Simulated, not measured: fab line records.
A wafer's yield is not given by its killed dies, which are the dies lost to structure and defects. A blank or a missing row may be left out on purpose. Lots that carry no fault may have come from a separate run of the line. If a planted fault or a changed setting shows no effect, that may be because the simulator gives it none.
Chamber matching | flow gf180mcu | 3 sister chambers for GF_V3_CVD_02 on pecvd-04
The step deposits SiO2 from TEOS, target thk 850 nm, time 94.851 s. 16 wafers are shown with their chamber, then 8 later ones without.

## EACH WAFER AND ITS CHAMBER
wafer  | chamber | heater_power_outer_w (W) | heater_power_w (W)
L075.3 | 0       | 305                      | 565
L075.4 | 2       | 323                      | 567
L075.5 | 0       | 341                      | 629
L077.1 | 1       | 364                      | 706
L077.2 | 0       | 347                      | 629
L077.3 | 2       | 370                      | 646
L081.3 | 1       | 261                      | 576
L081.4 | 2       | 416                      | 709
L081.5 | 1       | 309                      | 649
L083.3 | 1       | 363                      | 698
L083.4 | 0       | 338                      | 613
L083.5 | 1       | 260                      | 568
L091.3 | 1       | 354                      | 686
L091.4 | 1       | 259                      | 561
L091.5 | 0       | 364                      | 644
L092.1 | 2       | 361                      | 647

SIGNATURES (means of the wafers above)
reading              | chamber 0 | chamber 1 | chamber 2 | scatter within a chamber
heater_power_outer_w | 339.00    | 310.00    | 367.50    | 40.6
heater_power_w       | 616.00    | 634.86    | 642.25    | 54.9
Rule: a wafer's distance from a chamber is the root of the sum, over the readings, of the square of ((its reading less the chamber's mean) divided by the reading's scatter). The wafer belongs to the nearest chamber; if the next one is less than 2 further off, it can't be placed. The scatter: take each reading less its chamber's mean, square it, sum over the shown wafers, divide by the number of wafers less the number of chambers, and take the root.

## WAFERS WITH NO CHAMBER GIVEN
wafer  | heater_power_outer_w (W) | heater_power_w (W)
L092.3 | 287                      | 517
L092.6 | 325                      | 585
L093.2 | 355                      | 687
L093.4 | 317                      | 566
L093.6 | 261                      | 560
L097.2 | 363                      | 700
L097.3 | 277                      | 520
L097.4 | 371                      | 658

## WHICH CHAMBER EACH ONE RAN IN
wafer  | from the rows above          | in truth
L092.3 | can't be placed: 0 or 1 or 2 | 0
L092.6 | can't be placed: 0 or 1 or 2 | 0
L093.2 | can't be placed: 2 or 0 or 1 | 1
L093.4 | can't be placed: 0 or 1 or 2 | 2
L093.6 | can't be placed: 1 or 0 or 2 | 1
L097.2 | can't be placed: 2 or 0 or 1 | 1
L097.3 | can't be placed: 1 or 0 or 2 | 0
L097.4 | can't be placed: 2 or 0 or 1 | 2
0 of 8 placed correctly. Can't be placed from these rows: 8 (the true chamber is among the candidates in 8). 0 placed wrongly.
